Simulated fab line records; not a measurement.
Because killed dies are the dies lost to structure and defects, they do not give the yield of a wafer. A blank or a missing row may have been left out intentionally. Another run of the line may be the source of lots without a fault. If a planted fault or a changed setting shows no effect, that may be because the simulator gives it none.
Chamber matching | flow sky130 | rie diel-03 running SKY_METAL3_ETCH_17: 4 sister chambers
The step etches SiO2 in C4F8/O2/Ar, stops on TiN, time 3.9 s, target depth 15 nm. 8 wafers are shown with their chamber, then 12 later ones without.

## WAFERS WITH THEIR CHAMBER
wafer  | chamber | oes product au (a.u.)
L080.4 | 2       | 0.763
L084.1 | 0       | 0.755
L084.4 | 0       | 0.770
L085.4 | 1       | 0.749
L085.5 | 3       | 0.755
L088.3 | 3       | 0.744
L088.4 | 1       | 0.762
L088.5 | 2       | 0.757

## WAFERS WHOSE CHAMBER IS MISSING
wafer  | oes product au (a.u.)
L090.3 | 0.760
L090.4 | 0.749
L090.5 | 0.760
L091.1 | 0.753
L091.3 | 0.751
L091.6 | 0.737
L093.2 | 0.752
L093.3 | 0.764
L093.4 | 0.771
L096.1 | 0.752
L096.4 | 0.751
L096.6 | 0.764

## THE CHAMBER EACH PASSED THROUGH
wafer  | from the rows above               | in truth
L090.3 | can't be placed: 2 or 0 or 1 or 3 | 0
L090.4 | can't be placed: 3 or 1 or 2 or 0 | 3
L090.5 | can't be placed: 2 or 0 or 1 or 3 | 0
L091.1 | can't be placed: 1 or 3 or 2 or 0 | 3
L091.3 | can't be placed: 3 or 1 or 2 or 0 | 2
L091.6 | can't be placed: 3 or 1 or 2 or 0 | 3
L093.2 | can't be placed: 3 or 1 or 2 or 0 | 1
L093.3 | can't be placed: 0 or 2 or 1 or 3 | 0
L093.4 | can't be placed: 0 or 2 or 1 or 3 | 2
L096.1 | can't be placed: 3 or 1 or 2 or 0 | 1
L096.4 | can't be placed: 3 or 1 or 2 or 0 | 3
L096.6 | can't be placed: 0 or 2 or 1 or 3 | 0
0 of 12 placed correctly. Cannot be placed on the basis of these rows: 12; the candidates contain the true chamber in 12. Placed wrongly: 0.
How it was worked out, from the rows above alone: a wafer's distance from a chamber is the root of the sum, over the readings, of the square of ((its reading less the chamber's mean) divided by the reading's scatter). The wafer belongs to the nearest chamber; if the next one is less than 2 further off, it can't be placed. A chamber's mean is the mean of its shown wafers. How the scatter is found: for the shown wafers, subtract from each reading the mean of its chamber, square and add these, divide the total by (wafers less chambers), then take the root.
